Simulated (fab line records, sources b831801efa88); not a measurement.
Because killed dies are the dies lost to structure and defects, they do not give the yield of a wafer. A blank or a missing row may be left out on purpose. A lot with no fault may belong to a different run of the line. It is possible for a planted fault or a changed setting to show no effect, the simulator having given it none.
Which tool is to blame? || flow sky130 || Sampling: 24 lots, 72 wafers, 5 of 708 route steps

## WHAT EACH GAUGE READ, for each wafer
SKY_PWDE_OVL_MEAS_07.
{"lot": "L074", "measured": "day 3 18:17", "on": "overlay-02", "PWDE_OVL (nm)": "-0.9 0.7 -0.1"}
{"lot": "L075", "measured": "day 4 04:26", "on": "overlay-01", "PWDE_OVL (nm)": "-0.6 -0.4 -0.8"}
{"lot": "L076", "measured": "day 4 09:49", "on": "overlay-02", "PWDE_OVL (nm)": "1.1 -1.8 1.7"}
{"lot": "L077", "measured": "day 4 11:10", "on": "overlay-01", "PWDE_OVL (nm)": "-1.2 -2.0 -2.4"}
{"lot": "L078", "measured": "day 4 17:10", "on": "overlay-01", "PWDE_OVL (nm)": "1.0 -1.0 -1.6"}
{"lot": "L079", "measured": "day 4 23:46", "on": "overlay-01", "PWDE_OVL (nm)": "-0.2 0.4 0.4"}
{"lot": "L080", "measured": "day 5 07:17", "on": "overlay-01", "PWDE_OVL (nm)": "0.1 1.0 -2.0"}
{"lot": "L081", "measured": "day 5 13:40", "on": "overlay-02", "PWDE_OVL (nm)": "0.9 1.1 -1.1"}
{"lot": "L082", "measured": "day 5 16:16", "on": "overlay-02", "PWDE_OVL (nm)": "-3.0 -0.4 -0.1"}
{"lot": "L083", "measured": "day 5 20:31", "on": "overlay-02", "PWDE_OVL (nm)": "0.0 0.5 -1.3"}
{"lot": "L084", "measured": "day 6 06:34", "on": "overlay-02", "PWDE_OVL (nm)": "-1.3 -0.3 -2.5"}
{"lot": "L085", "measured": "day 6 15:43", "on": "overlay-02", "PWDE_OVL (nm)": "-1.0 0.0 -1.1"}
{"lot": "L086", "measured": "day 6 16:44", "on": "overlay-02", "PWDE_OVL (nm)": "-1.3 -0.2 -1.5"}
{"lot": "L087", "measured": "day 6 21:49", "on": "overlay-01", "PWDE_OVL (nm)": "-0.1 -0.1 1.7"}
{"lot": "L088", "measured": "day 7 02:36", "on": "overlay-02", "PWDE_OVL (nm)": "-0.9 -0.4 -1.0"}
{"lot": "L089", "measured": "day 7 09:38", "on": "overlay-01", "PWDE_OVL (nm)": "2.5 1.0 1.2"}
{"lot": "L090", "measured": "day 7 15:58", "on": "overlay-01", "PWDE_OVL (nm)": "0.2 0.1 0.6"}
{"lot": "L091", "measured": "day 7 17:04", "on": "overlay-02", "PWDE_OVL (nm)": "-0.8 -1.3 -2.4"}
{"lot": "L092", "measured": "day 8 13:02", "on": "overlay-02", "PWDE_OVL (nm)": "-0.2 -2.3 -0.2"}
{"lot": "L093", "measured": "day 8 13:07", "on": "overlay-01", "PWDE_OVL (nm)": "-2.7 -1.6 -1.5"}
{"lot": "L094", "measured": "day 8 22:02", "on": "overlay-02", "PWDE_OVL (nm)": "-1.0 -1.3 -2.9"}
{"lot": "L095", "measured": "day 8 21:52", "on": "overlay-01", "PWDE_OVL (nm)": "1.0 1.3 0.6"}
{"lot": "L096", "measured": "day 9 00:10", "on": "overlay-02", "PWDE_OVL (nm)": "-0.4 -0.4 -0.3"}
{"lot": "L097", "measured": "day 9 04:31", "on": "overlay-02", "PWDE_OVL (nm)": "2.6 0.5 1.0"}

SKY_SONOS_ONO_OVL_MEAS_14.
{"lot": "L074", "measured": "day 12 08:05", "on": "overlay-02", "SONOS_ONO_OVL (nm)": "1.3 0.1 -0.4"}
{"lot": "L075", "measured": "day 13 00:41", "on": "overlay-01", "SONOS_ONO_OVL (nm)": "2.8 2.4 2.9"}
{"lot": "L076", "measured": "day 13 10:14", "on": "overlay-01", "SONOS_ONO_OVL (nm)": "-1.1 -0.4 -2.4"}
{"lot": "L077", "measured": "day 13 11:08", "on": "overlay-02", "SONOS_ONO_OVL (nm)": "-2.7 -2.1 -3.4"}
{"lot": "L078", "measured": "day 13 19:38", "on": "overlay-02", "SONOS_ONO_OVL (nm)": "-3.4 -2.1 -3.7"}
{"lot": "L079", "measured": "day 14 01:53", "on": "overlay-01", "SONOS_ONO_OVL (nm)": "0.9 -0.2 -0.3"}
{"lot": "L080", "measured": "day 14 16:33", "on": "overlay-01", "SONOS_ONO_OVL (nm)": "-2.3 -2.5 -1.4"}
{"lot": "L081", "measured": "day 15 03:41", "on": "overlay-02", "SONOS_ONO_OVL (nm)": "1.0 0.3 -1.1"}
{"lot": "L082", "measured": "day 15 05:32", "on": "overlay-02", "SONOS_ONO_OVL (nm)": "0.6 0.4 -0.2"}
{"lot": "L083", "measured": "day 15 12:53", "on": "overlay-01", "SONOS_ONO_OVL (nm)": "-2.8 -0.2 -1.7"}
{"lot": "L084", "measured": "day 16 04:06", "on": "overlay-01", "SONOS_ONO_OVL (nm)": "-0.5 -2.0 -1.4"}
{"lot": "L085", "measured": "day 16 16:17", "on": "overlay-01", "SONOS_ONO_OVL (nm)": "-2.1 -3.0 -2.1"}
{"lot": "L086", "measured": "day 17 04:04", "on": "overlay-02", "SONOS_ONO_OVL (nm)": "-0.3 -0.5 -0.9"}
{"lot": "L087", "measured": "day 17 06:15", "on": "overlay-01", "SONOS_ONO_OVL (nm)": "-1.9 -0.6 -0.1"}
{"lot": "L088", "measured": "day 17 09:30", "on": "overlay-01", "SONOS_ONO_OVL (nm)": "-0.6 0.4 0.9"}
{"lot": "L089", "measured": "day 17 19:38", "on": "overlay-02", "SONOS_ONO_OVL (nm)": "-1.6 0.0 0.5"}
{"lot": "L090", "measured": "day 18 02:50", "on": "overlay-02", "SONOS_ONO_OVL (nm)": "-1.1 0.5 0.9"}
{"lot": "L091", "measured": "day 18 07:29", "on": "overlay-02", "SONOS_ONO_OVL (nm)": "-1.1 -2.1 -1.4"}
{"lot": "L092", "measured": "day 19 09:41", "on": "overlay-02", "SONOS_ONO_OVL (nm)": "-1.1 -0.4 -1.7"}
{"lot": "L093", "measured": "day 19 12:05", "on": "overlay-02", "SONOS_ONO_OVL (nm)": "-1.3 0.3 -0.6"}
{"lot": "L094", "measured": "day 20 02:47", "on": "overlay-01", "SONOS_ONO_OVL (nm)": "1.1 3.5 2.8"}
{"lot": "L095", "measured": "day 19 21:35", "on": "overlay-02", "SONOS_ONO_OVL (nm)": "-1.9 -2.7 -2.0"}
{"lot": "L096", "measured": "day 20 09:45", "on": "overlay-01", "SONOS_ONO_OVL (nm)": "-0.5 1.3 -0.7"}
{"lot": "L097", "measured": "day 20 13:59", "on": "overlay-02", "SONOS_ONO_OVL (nm)": "-0.6 -2.6 -0.8"}

SKY_VIA1_OVL_MEAS_13.
{"lot": "L074", "measured": "day 33 14:37", "on": "overlay-01", "VIA1_OVL (nm)": "-2 -9 -3"}
{"lot": "L075", "measured": "day 34 03:00", "on": "overlay-02", "VIA1_OVL (nm)": "4 5 1"}
{"lot": "L076", "measured": "day 35 19:05", "on": "overlay-02", "VIA1_OVL (nm)": "-14 -2 2"}
{"lot": "L077", "measured": "day 35 16:21", "on": "overlay-02", "VIA1_OVL (nm)": "-2 -4 -4"}
{"lot": "L078", "measured": "day 35 18:23", "on": "overlay-01", "VIA1_OVL (nm)": "-3 -6 2"}
{"lot": "L079", "measured": "day 35 19:26", "on": "overlay-01", "VIA1_OVL (nm)": "-2 -8 -2"}
{"lot": "L080", "measured": "day 36 00:20", "on": "overlay-01", "VIA1_OVL (nm)": "1 2 1"}
{"lot": "L081", "measured": "day 36 06:14", "on": "overlay-02", "VIA1_OVL (nm)": "-3 -2 -3"}
{"lot": "L082", "measured": "day 36 07:07", "on": "overlay-01", "VIA1_OVL (nm)": "4 -4 -6"}
{"lot": "L083", "measured": "day 36 15:15", "on": "overlay-01", "VIA1_OVL (nm)": "-1 -4 -3"}
{"lot": "L084", "measured": "day 37 04:30", "on": "overlay-02", "VIA1_OVL (nm)": "-4 4 8"}
{"lot": "L085", "measured": "day 37 17:48", "on": "overlay-02", "VIA1_OVL (nm)": "-3 2 -5"}
{"lot": "L086", "measured": "day 38 05:31", "on": "overlay-01", "VIA1_OVL (nm)": "-1 -6 3"}
{"lot": "L087", "measured": "day 38 08:40", "on": "overlay-02", "VIA1_OVL (nm)": "-4 7 6"}
{"lot": "L088", "measured": "day 38 11:11", "on": "overlay-02", "VIA1_OVL (nm)": "-6 -3 -8"}
{"lot": "L089", "measured": "day 38 14:27", "on": "overlay-02", "VIA1_OVL (nm)": "0 -9 -12"}
{"lot": "L090", "measured": "day 39 00:57", "on": "overlay-02", "VIA1_OVL (nm)": "-5 6 -7"}
{"lot": "L091", "measured": "day 39 01:32", "on": "overlay-02", "VIA1_OVL (nm)": "3 1 -6"}
{"lot": "L092", "measured": "day 39 21:43", "on": "overlay-01", "VIA1_OVL (nm)": "-5 -11 0"}
{"lot": "L093", "measured": "day 40 02:02", "on": "overlay-02", "VIA1_OVL (nm)": "5 1 -2"}
{"lot": "L094", "measured": "day 40 09:52", "on": "overlay-02", "VIA1_OVL (nm)": "7 9 1"}
{"lot": "L095", "measured": "day 40 08:50", "on": "overlay-01", "VIA1_OVL (nm)": "6 -6 7"}
{"lot": "L096", "measured": "day 40 14:38", "on": "overlay-01", "VIA1_OVL (nm)": "6 7 10"}
{"lot": "L097", "measured": "day 40 19:48", "on": "overlay-02", "VIA1_OVL (nm)": "9 1 9"}

SKY_CAP2M_OVL_MEAS_12.
{"lot": "L074", "measured": "day 40 09:23", "on": "overlay-01", "CAP2M_OVL (nm)": "0.6 2.9 1.2"}
{"lot": "L075", "measured": "day 40 21:05", "on": "overlay-01", "CAP2M_OVL (nm)": "1.9 0.5 3.9"}
{"lot": "L076", "measured": "day 42 09:08", "on": "overlay-02", "CAP2M_OVL (nm)": "-1.4 1.1 -3.1"}
{"lot": "L077", "measured": "day 42 07:56", "on": "overlay-02", "CAP2M_OVL (nm)": "3.0 2.8 2.8"}
{"lot": "L078", "measured": "day 42 08:50", "on": "overlay-02", "CAP2M_OVL (nm)": "1.8 1.1 2.7"}
{"lot": "L079", "measured": "day 42 10:45", "on": "overlay-02", "CAP2M_OVL (nm)": "-1.5 -1.1 -1.0"}
{"lot": "L080", "measured": "day 42 12:37", "on": "overlay-01", "CAP2M_OVL (nm)": "0.7 -0.7 0.2"}
{"lot": "L081", "measured": "day 42 18:19", "on": "overlay-01", "CAP2M_OVL (nm)": "2.6 0.5 0.0"}
{"lot": "L082", "measured": "day 42 21:58", "on": "overlay-01", "CAP2M_OVL (nm)": "0.7 2.2 -0.7"}
{"lot": "L083", "measured": "day 43 03:02", "on": "overlay-01", "CAP2M_OVL (nm)": "0.6 -0.3 -1.7"}
{"lot": "L084", "measured": "day 43 14:20", "on": "overlay-02", "CAP2M_OVL (nm)": "1.1 -0.8 -0.3"}
{"lot": "L085", "measured": "day 44 02:38", "on": "overlay-02", "CAP2M_OVL (nm)": "1.1 1.3 0.9"}
{"lot": "L086", "measured": "day 44 11:04", "on": "overlay-02", "CAP2M_OVL (nm)": "0.9 2.6 1.9"}
{"lot": "L087", "measured": "day 44 14:16", "on": "overlay-01", "CAP2M_OVL (nm)": "2.2 2.3 2.0"}
{"lot": "L088", "measured": "day 44 16:06", "on": "overlay-02", "CAP2M_OVL (nm)": "-1.1 0.8 1.4"}
{"lot": "L089", "measured": "day 44 17:55", "on": "overlay-02", "CAP2M_OVL (nm)": "2.6 0.2 0.7"}
{"lot": "L090", "measured": "day 45 05:58", "on": "overlay-01", "CAP2M_OVL (nm)": "-2.0 -2.6 -1.5"}
{"lot": "L091", "measured": "day 45 06:16", "on": "overlay-02", "CAP2M_OVL (nm)": "0.2 1.7 -0.6"}
{"lot": "L092", "measured": "day 45 23:05", "on": "overlay-02", "CAP2M_OVL (nm)": "1.6 0.2 1.6"}
{"lot": "L093", "measured": "day 46 03:28", "on": "overlay-01", "CAP2M_OVL (nm)": "2.1 2.4 2.9"}
{"lot": "L094", "measured": "day 46 10:21", "on": "overlay-01", "CAP2M_OVL (nm)": "2.1 1.3 3.4"}
{"lot": "L095", "measured": "day 46 09:14", "on": "overlay-02", "CAP2M_OVL (nm)": "1.9 -0.7 0.5"}
{"lot": "L096", "measured": "day 46 12:59", "on": "overlay-01", "CAP2M_OVL (nm)": "3.6 1.3 3.4"}
{"lot": "L097", "measured": "day 46 16:24", "on": "overlay-02", "CAP2M_OVL (nm)": "4.1 0.4 3.3"}

## WHICH TOOL RAN EACH LOT (tool, then ch and the chambers of the sampled wafers, then the start)
{"lot": "L074", "SKY_FIELD_ISO_ETCH_15": "rie-diel-03 ch 0,1,3, day 2 05:16"}
{"lot": "L075", "SKY_FIELD_ISO_ETCH_15": "rie-diel-01 ch 0,1, day 2 10:03"}
{"lot": "L076", "SKY_FIELD_ISO_ETCH_15": "rie-diel-01 ch 1,3, day 2 15:40"}
{"lot": "L077", "SKY_FIELD_ISO_ETCH_15": "rie-diel-01 ch 0,2,3, day 2 20:31"}
{"lot": "L078", "SKY_FIELD_ISO_ETCH_15": "rie-diel-04 ch 0,2, day 3 01:01"}
{"lot": "L079", "SKY_FIELD_ISO_ETCH_15": "rie-diel-03 ch 0,1,2, day 3 08:01"}
{"lot": "L080", "SKY_FIELD_ISO_ETCH_15": "rie-diel-03 ch 0,1,3, day 3 12:40"}
{"lot": "L081", "SKY_FIELD_ISO_ETCH_15": "rie-diel-01 ch 1,3, day 3 19:01"}
{"lot": "L082", "SKY_FIELD_ISO_ETCH_15": "rie-diel-04 ch 0,2,3, day 3 22:19"}
{"lot": "L083", "SKY_FIELD_ISO_ETCH_15": "rie-diel-01 ch 1,3, day 4 04:00"}
{"lot": "L084", "SKY_FIELD_ISO_ETCH_15": "rie-diel-01 ch 0,3, day 4 10:19"}
{"lot": "L085", "SKY_FIELD_ISO_ETCH_15": "rie-diel-01 ch 0,1,3, day 4 14:09"}
{"lot": "L086", "SKY_FIELD_ISO_ETCH_15": "rie-diel-03 ch 0,3, day 4 19:57"}
{"lot": "L087", "SKY_FIELD_ISO_ETCH_15": "rie-diel-03 ch 0,1,2, day 4 22:55"}
{"lot": "L088", "SKY_FIELD_ISO_ETCH_15": "rie-diel-04 ch 0,1,2, day 5 04:16"}
{"lot": "L089", "SKY_FIELD_ISO_ETCH_15": "rie-diel-01 ch 1,2,3, day 5 12:51"}
{"lot": "L090", "SKY_FIELD_ISO_ETCH_15": "rie-diel-04 ch 2,3, day 5 18:22"}
{"lot": "L091", "SKY_FIELD_ISO_ETCH_15": "rie-diel-01 ch 0,1,3, day 5 21:01"}
{"lot": "L092", "SKY_FIELD_ISO_ETCH_15": "rie-diel-01 ch 0,1,3, day 6 05:39"}
{"lot": "L093", "SKY_FIELD_ISO_ETCH_15": "rie-diel-04 ch 0,1,3, day 6 07:45"}
{"lot": "L094", "SKY_FIELD_ISO_ETCH_15": "rie-diel-01 ch 0,1,3, day 6 13:00"}
{"lot": "L095", "SKY_FIELD_ISO_ETCH_15": "rie-diel-03 ch 0,1,2, day 6 17:13"}
{"lot": "L096", "SKY_FIELD_ISO_ETCH_15": "rie-diel-01 ch 0,1,3, day 6 22:36"}
{"lot": "L097", "SKY_FIELD_ISO_ETCH_15": "rie-diel-04 ch 0,1,2, day 7 03:24"}
- SKY_FIELD_ISO_ETCH_15: etches the open film in CHF3/O2, stops on Si, target depth 180 nm, time 72 s.

## AS READ BY THE TOOLS THEMSELVES (means over the sampled wafers that have a number; for cases with no such wafer, the mark the record gives instead)
SKY_FIELD_ISO_ETCH_15.
{"lot": "L074", "tool": "rie-diel-03", "drypump-motor-current-A (A)": 5.8, "oes-product-au (a.u.)": 0.946, "throttle-valve-pct (%)": 8.842}
{"lot": "L075", "tool": "rie-diel-01", "drypump-motor-current-A (A)": 5.7, "oes-product-au (a.u.)": 0.949, "throttle-valve-pct (%)": 8.849}
{"lot": "L076", "tool": "rie-diel-01", "drypump-motor-current-A (A)": 5.4, "oes-product-au (a.u.)": 0.946, "throttle-valve-pct (%)": 8.850}
{"lot": "L077", "tool": "rie-diel-01", "drypump-motor-current-A (A)": 6.0, "oes-product-au (a.u.)": 0.949, "throttle-valve-pct (%)": 8.842}
{"lot": "L078", "tool": "rie-diel-04", "drypump-motor-current-A (A)": 5.9, "oes-product-au (a.u.)": 0.949, "throttle-valve-pct (%)": 8.844}
{"lot": "L079", "tool": "rie-diel-03", "drypump-motor-current-A (A)": 5.6, "oes-product-au (a.u.)": 0.952, "throttle-valve-pct (%)": 8.846}
{"lot": "L080", "tool": "rie-diel-03", "drypump-motor-current-A (A)": 5.8, "oes-product-au (a.u.)": 0.960, "throttle-valve-pct (%)": 8.851}
{"lot": "L081", "tool": "rie-diel-01", "drypump-motor-current-A (A)": 5.4, "oes-product-au (a.u.)": 0.956, "throttle-valve-pct (%)": 8.852}
{"lot": "L082", "tool": "rie-diel-04", "drypump-motor-current-A (A)": 6.3, "oes-product-au (a.u.)": 0.950, "throttle-valve-pct (%)": 8.852}
{"lot": "L083", "tool": "rie-diel-01", "drypump-motor-current-A (A)": 5.7, "oes-product-au (a.u.)": 0.961, "throttle-valve-pct (%)": 8.850}
{"lot": "L084", "tool": "rie-diel-01", "drypump-motor-current-A (A)": 6.0, "oes-product-au (a.u.)": 0.953, "throttle-valve-pct (%)": 8.849}
{"lot": "L085", "tool": "rie-diel-01", "drypump-motor-current-A (A)": 5.7, "oes-product-au (a.u.)": 0.954, "throttle-valve-pct (%)": 8.848}
{"lot": "L086", "tool": "rie-diel-03", "drypump-motor-current-A (A)": 5.9, "oes-product-au (a.u.)": 0.945, "throttle-valve-pct (%)": 8.838}
{"lot": "L087", "tool": "rie-diel-03", "drypump-motor-current-A (A)": 5.6, "oes-product-au (a.u.)": 0.944, "throttle-valve-pct (%)": 8.851}
{"lot": "L088", "tool": "rie-diel-04", "drypump-motor-current-A (A)": 6.1, "oes-product-au (a.u.)": 0.942, "throttle-valve-pct (%)": 8.838}
{"lot": "L089", "tool": "rie-diel-01", "drypump-motor-current-A (A)": 5.6, "oes-product-au (a.u.)": 0.946, "throttle-valve-pct (%)": 8.848}
{"lot": "L090", "tool": "rie-diel-04", "drypump-motor-current-A (A)": 6.0, "oes-product-au (a.u.)": 0.950, "throttle-valve-pct (%)": 8.833}
{"lot": "L091", "tool": "rie-diel-01", "drypump-motor-current-A (A)": 5.7, "oes-product-au (a.u.)": 0.946, "throttle-valve-pct (%)": 8.836}
{"lot": "L092", "tool": "rie-diel-01", "drypump-motor-current-A (A)": 5.7, "oes-product-au (a.u.)": 0.952, "throttle-valve-pct (%)": 8.842}
{"lot": "L093", "tool": "rie-diel-04", "drypump-motor-current-A (A)": 6.4, "oes-product-au (a.u.)": 0.949, "throttle-valve-pct (%)": 8.852}
{"lot": "L094", "tool": "rie-diel-01", "drypump-motor-current-A (A)": 5.7, "oes-product-au (a.u.)": 0.945, "throttle-valve-pct (%)": 8.842}
{"lot": "L095", "tool": "rie-diel-03", "drypump-motor-current-A (A)": 5.6, "oes-product-au (a.u.)": 0.937, "throttle-valve-pct (%)": 8.841}
{"lot": "L096", "tool": "rie-diel-01", "drypump-motor-current-A (A)": 5.7, "oes-product-au (a.u.)": 0.949, "throttle-valve-pct (%)": 8.846}
{"lot": "L097", "tool": "rie-diel-04", "drypump-motor-current-A (A)": 6.1, "oes-product-au (a.u.)": 0.943, "throttle-valve-pct (%)": 8.844}

## THE ANSWER, worked out from the rows above alone
Rule: usual is defined by the lots themselves. The widest of any qualifying gaps counts: lots, ordered by their means at a reading, are off when they make up no more than a third of the lots, leave a main group of 4 or more, and stand apart from it by 3 or more times the standard deviation of that group's means. Not used: any main group whose means are identical at the precision the tables above print for the reading. Also off: a lot with no number at a reading for which 4 or more lots have one. Any other lot the step has rows for is counted as sound. After the gauges, taken in route order, come the tools' own readings; for these a lot's mean is taken, as printed above. At the first step where some lot is off, the reading lying furthest off is the one used; lots without a number count as furthest.
No lot is off on any of the readings shown, so nothing can be concluded from this.

## WHAT THE SIMULATOR HAD INSERTED
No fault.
